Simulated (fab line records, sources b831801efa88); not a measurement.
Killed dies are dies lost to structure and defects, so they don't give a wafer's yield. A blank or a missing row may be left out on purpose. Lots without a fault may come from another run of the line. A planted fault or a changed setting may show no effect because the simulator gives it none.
Which tool did it? | flow sky130 | 11 lots, 33 wafers sampled, at 3 steps of a route of 708

WHAT THE GAUGES READ, wafer by wafer
SKY_NWELL_TW_MEAS_15.
lot  | measured     | on            | NWELL_TW
L175 | day 4 22:04  | film_metro-01 | 1817 1830 1813
L176 | day 5 02:07  | film_metro-01 | 1812 1819 1819
L177 | day 5 04:23  | film_metro-02 | 1823 1830 1824
L180 | day 6 02:22  | film_metro-02 | 1845 1832 1837
L181 | day 6 06:10  | film_metro-02 | 1837 1830 1829
L184 | day 6 23:01  | film_metro-02 | 1999 1995 1993
L188 | day 8 02:35  | film_metro-01 | 1997 2001 1995
L192 | day 8 20:04  | film_metro-03 | 1825 1838 1838
L194 | day 9 11:41  | film_metro-03 | 1834 1844 1838
L195 | day 9 13:41  | film_metro-02 | 1824 1834 1827
L197 | day 10 04:21 | film_metro-03 | 1814 1819 1818

WHICH TOOL RAN EACH LOT (tool, then ch and the chambers of the sampled wafers, then the start)
lot  | SKY_FIELD_ISO_STRIP_16              | SKY_NWELL_IMPLANT_11
L175 | plasma_asher-04 ch 0,1, day 2 09:47 | implanter-03 ch 0, day 4 21:31
L176 | plasma_asher-04 ch 0,1, day 2 15:35 | implanter-04 ch 0, day 5 01:34
L177 | plasma_asher-02 ch 0,1, day 2 19:52 | implanter-04 ch 0, day 5 03:50
L180 | plasma_asher-04 ch 0, day 3 14:07   | implanter-03 ch 0, day 6 01:49
L181 | plasma_asher-02 ch 0,1, day 3 17:25 | implanter-04 ch 0, day 6 05:37
L184 | plasma_asher-03 ch 0,1, day 4 09:20 | implanter-03 ch 0, day 6 22:28
L188 | plasma_asher-04 ch 0,1, day 5 05:28 | implanter-03 ch 0, day 8 02:04
L192 | plasma_asher-03 ch 0,1, day 6 01:38 | implanter-02 ch 0, day 8 19:31
L194 | plasma_asher-03 ch 0,1, day 6 13:50 | implanter-02 ch 0, day 9 11:08
L195 | plasma_asher-04 ch 0,1, day 6 17:31 | implanter-02 ch 0, day 9 13:08
L197 | plasma_asher-04 ch 0, day 7 06:31   | implanter-04 ch 0, day 10 03:49
- SKY_FIELD_ISO_STRIP_16: strips in O2/N2.
- SKY_NWELL_IMPLANT_11

THE ANSWER, worked out from the rows above alone
Rule: what is usual is taken from the lots themselves. Put in order of their means at a reading, lots are off if they are a third of the lots or fewer, leave a main group of 4 or more, and stand apart from it by a gap of 3 or more times the standard deviation of the main group's means; of several such gaps the widest counts. A main group whose means are all the same, to the digits that the tables above print for the reading, isn't used. A lot without any number at a reading at which 4 lots or more have one is off too. The other lots that the step has rows for count as sound.
Off: L184, L188, at SKY_NWELL_TW_MEAS_15 (NWELL_TW). The main group: mean 1828, standard deviation 8.
A tool fits if, at a process step before that reading, it ran every lot that is off, and no sound lot after the first of them. The gauges at SKY_NWELL_TW_MEAS_15 are tried like those tools. One fits: implanter-03 at SKY_NWELL_IMPLANT_11. Its last sound lot is L180 (day 6 01:49), its first lot that is off L184 (day 6 22:28): a fault that began between those two fits.

WHAT THE SIMULATOR HAD PUT IN
Process parameter drift: implanter-03, from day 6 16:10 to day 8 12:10, at SKY_NWELL_IMPLANT_11. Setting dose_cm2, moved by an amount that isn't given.
Lots struck among those shown: L184, L188. The rule above found the same.
